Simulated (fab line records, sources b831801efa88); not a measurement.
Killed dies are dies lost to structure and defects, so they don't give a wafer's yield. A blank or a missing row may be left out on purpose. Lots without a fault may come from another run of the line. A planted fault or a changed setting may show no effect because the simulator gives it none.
One fault seen from 2 desks | flow gf180mcu | each desk has only its own numbers; what lay behind them comes last

THE TOOL OWNER'S DESK: pecvd-02
The tool's own readings at GF_MIM_CVD_05 (deposits Si3N4, target thk 42 nm, time 29.086 s): means of the sampled wafers that have a number, for each lot that ran on this tool. A lot is out of limits, marked OUT, if its mean lies more than 4 standard deviations from the usual mean; the brackets give that distance.
Columns: A = heater_power_w at GF_MIM_CVD_05, usual 606 W
lot  | first seen here | A
L418 | day 24 22:27    | 652
L424 | day 26 23:34    | 648
L428 | day 28 07:20    | 637
L431 | day 29 03:32    | 625
L438 | day 31 01:39    | 645
This desk's finding: nothing out of limits on any of the 5 lots.

THE METROLOGY DESK
What the gauges read, lot by lot, whatever tool the lot ran on: means of the sampled wafers that have a number. A lot is out of limits, marked OUT, if its mean lies more than 4 standard deviations from the usual mean; the brackets give that distance.
Columns: A = V4_CVD_00_THK at GF_V4_THK_MEAS_01, usual 602 nm; B = MIM_CVD_05_THK at GF_MIM_THK_MEAS_06, usual 42.0 nm; C = M5_OVL at GF_M5_OVL_MEAS_08, usual -4 nm
lot  | first seen here | A   | B              | C
L417 | day 23 15:37    | 591 | 41.7           | -2
L418 | day 23 21:07    | 603 | 42.3           | -5
L420 | day 24 10:41    | 603 | 41.8           | -10
L421 | day 24 22:02    | 602 | 42.1           | 0
L423 | day 25 10:28    | 606 | 41.5           | 0
L424 | day 26 00:14    | 603 | 42.1           | 2
L426 | day 26 13:07    | 604 | 41.9           | -0
L428 | day 27 09:10    | 605 | 42.5           | -6
L429 | day 27 16:28    | 597 | 41.3           | -7
L431 | day 28 06:11    | 595 | 42.4           | -9
L433 | day 28 17:16    | 603 | 41.6           | -8
L438 | day 30 05:17    | 601 | 49.0 (+13) OUT | 2
L440 | day 30 22:43    | 601 | 41.5           | -6
This desk's finding: out of limits on L438; first on L438, day 31 01:43 (MIM_CVD_05_THK at GF_MIM_THK_MEAS_06). In limits: L417, L418, L420, L421, L423, L424, L426, L428, L429, L431, L433, L440.

PUT TOGETHER
The metrology desk could have raised an alarm at day 31 01:43, on L438.
The tool owner's desk saw nothing out of limits.
The tool owner's desk has L438 on record, within its limits.
Of the lots named, all ran GF_MIM_CVD_05 on pecvd-02.

WHAT THE SIMULATOR HAD PUT IN
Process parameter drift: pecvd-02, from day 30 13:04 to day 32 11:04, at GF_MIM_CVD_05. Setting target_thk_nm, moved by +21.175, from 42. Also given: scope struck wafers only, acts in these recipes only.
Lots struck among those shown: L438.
Hours from the fault's start to each desk's first reading out of limits: the metrology desk, 13.
